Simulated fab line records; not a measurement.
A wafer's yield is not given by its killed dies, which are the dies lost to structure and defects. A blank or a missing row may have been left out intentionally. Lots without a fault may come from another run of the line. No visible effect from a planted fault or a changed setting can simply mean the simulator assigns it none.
Which tool is to blame? || flow sky130 || 6 lots (18 wafers sampled), 1 step of a 708-step route

== WHAT EACH GAUGE READ, for each wafer ==
SKY_VIA2_THK_MEAS_23: measures by xrf.
{"lot": "L681", "measured": "day 38 13:19", "on": "film_metro-04", "VIA2_W_THK (nm)": "412 417 411"}
{"lot": "L686", "measured": "day 40 04:33", "on": "film_metro-04", "VIA2_W_THK (nm)": "423 425 421"}
{"lot": "L690", "measured": "day 41 09:19", "on": "film_metro-02", "VIA2_W_THK (nm)": "425 422 431"}
{"lot": "L693", "measured": "day 42 02:58", "on": "film_metro-04", "VIA2_W_THK (nm)": "419 416 420"}
{"lot": "L695", "measured": "day 42 16:01", "on": "film_metro-03", "VIA2_W_THK (nm)": "428 419 427"}
{"lot": "L697", "measured": "day 43 16:37", "on": "film_metro-03", "VIA2_W_THK (nm)": "425 422 420"}

== WHICH TOOL RAN EACH LOT (tool, then ch and the chambers of the sampled wafers, then the start) ==
Before these readings, the record contains no process step.

== THE ANSWER, worked out from the rows above alone ==
Rule: usual is defined by the lots themselves. Put in order of their means at a reading, lots are off if they are a third of the lots or fewer, leave a main group of 4 or more, and stand apart from it by a gap of 3 or more times the standard deviation of the main group's means; of several such gaps the widest counts. If all means in a main group match to the digits the tables above print for the reading, that group is not used. A lot without any number at a reading at which 4 lots or more have one is off too. All remaining lots with rows at the step are treated as sound.
No lot is off on any of the readings shown, so nothing can be concluded from this.

== WHAT HAD BEEN PUT IN BY THE SIMULATOR ==
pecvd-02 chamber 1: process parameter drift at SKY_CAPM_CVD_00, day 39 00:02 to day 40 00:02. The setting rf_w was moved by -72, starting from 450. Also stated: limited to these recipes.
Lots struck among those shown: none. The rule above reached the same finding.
